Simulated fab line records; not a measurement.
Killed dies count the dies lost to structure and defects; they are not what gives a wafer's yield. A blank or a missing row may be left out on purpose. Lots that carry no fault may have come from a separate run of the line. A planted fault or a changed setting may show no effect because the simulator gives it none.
One fault through the eyes of 2 desks | flow sfq line | each desk has only its own numbers; what lay behind them comes last

AT THE METROLOGY DESK
What the gauges read, lot by lot, whatever tool the lot ran on: means of the sampled wafers that have a number. Any lot whose mean is over 4 standard deviations away from the usual mean is out of limits and marked OUT; that distance is given in the brackets.
Columns: A = I4_OVL at SFQ_I4_OVL_MEAS_928, usual 1 nm; B = M7_NB_RS at SFQ_M7_RS_MEAS_943, usual 0.895 ohm/sq
lot  | first seen here | A  | B
L773 | day 40 01:43    | 5  | 0.909
L774 | day 40 11:20    | 1  | 0.895
L775 | day 40 19:44    | 1  | 0.902
L776 | day 41 07:43    | 3  | 0.895
L777 | day 42 08:56    | 3  | 0.879
L778 | day 42 16:07    | -3 | 0.896
L779 | day 43 00:31    | 1  | 0.909
L780 | day 43 16:14    | 2  | 0.893
L782 | day 44 05:25    | 7  | 0.897
L789 | day 46 11:16    | -1 | 0.794 (-8.4) OUT
L793 | day 48 01:10    | 2  | 0.890
L794 | day 48 02:22    | 6  | 0.881
L796 | day 48 11:59    | -3 | 0.881
This desk's finding: out of limits on L789; first on L789, day 66 23:52 (M7_NB_RS at SFQ_M7_RS_MEAS_943). In limits: L773, L774, L775, L776, L777, L778, L779, L780, L782, L793, L794, L796.

TOOL OWNER'S DESK, pvd sputter-05
The tool's own readings at SFQ_TRILAYER_M7_DEP_SPUTTER_175 (material Nb, target thk 200 nm, time 133.3 s): means of the sampled wafers that have a number, for each lot that ran on this tool. Any lot whose mean is over 4 standard deviations away from the usual mean is out of limits and marked OUT; that distance is given in the brackets.
Columns: A = throttle valve pct at SFQ_TRILAYER_M7_DEP_SPUTTER_175, usual 29.6 %
lot  | first seen here | A
L774 | day 62 15:19    | 29.9
L775 | day 62 22:31    | 30.0
L776 | day 63 10:31    | 30.0
L789 | day 66 23:47    | 30.0
This desk's finding: nothing out of limits on any of the 4 lots.

BROUGHT TOGETHER
An alarm was possible from the metrology desk at day 66 23:52, on L789.
The desk of the tool owner found nothing out of limits.
The tool owner's desk has L789 on record, within its limits.
SFQ_TRILAYER_M7_DEP_SPUTTER_175 was run on pvd sputter-05 by each of the lots named.

WHAT THE SIMULATOR HAD PUT IN
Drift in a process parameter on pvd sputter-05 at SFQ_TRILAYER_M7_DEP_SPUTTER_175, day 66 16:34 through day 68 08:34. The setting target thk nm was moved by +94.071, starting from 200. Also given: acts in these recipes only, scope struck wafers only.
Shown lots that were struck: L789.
Per desk, hours elapsed from the start of the fault to the first reading out of limits: for the metrology desk, 7.
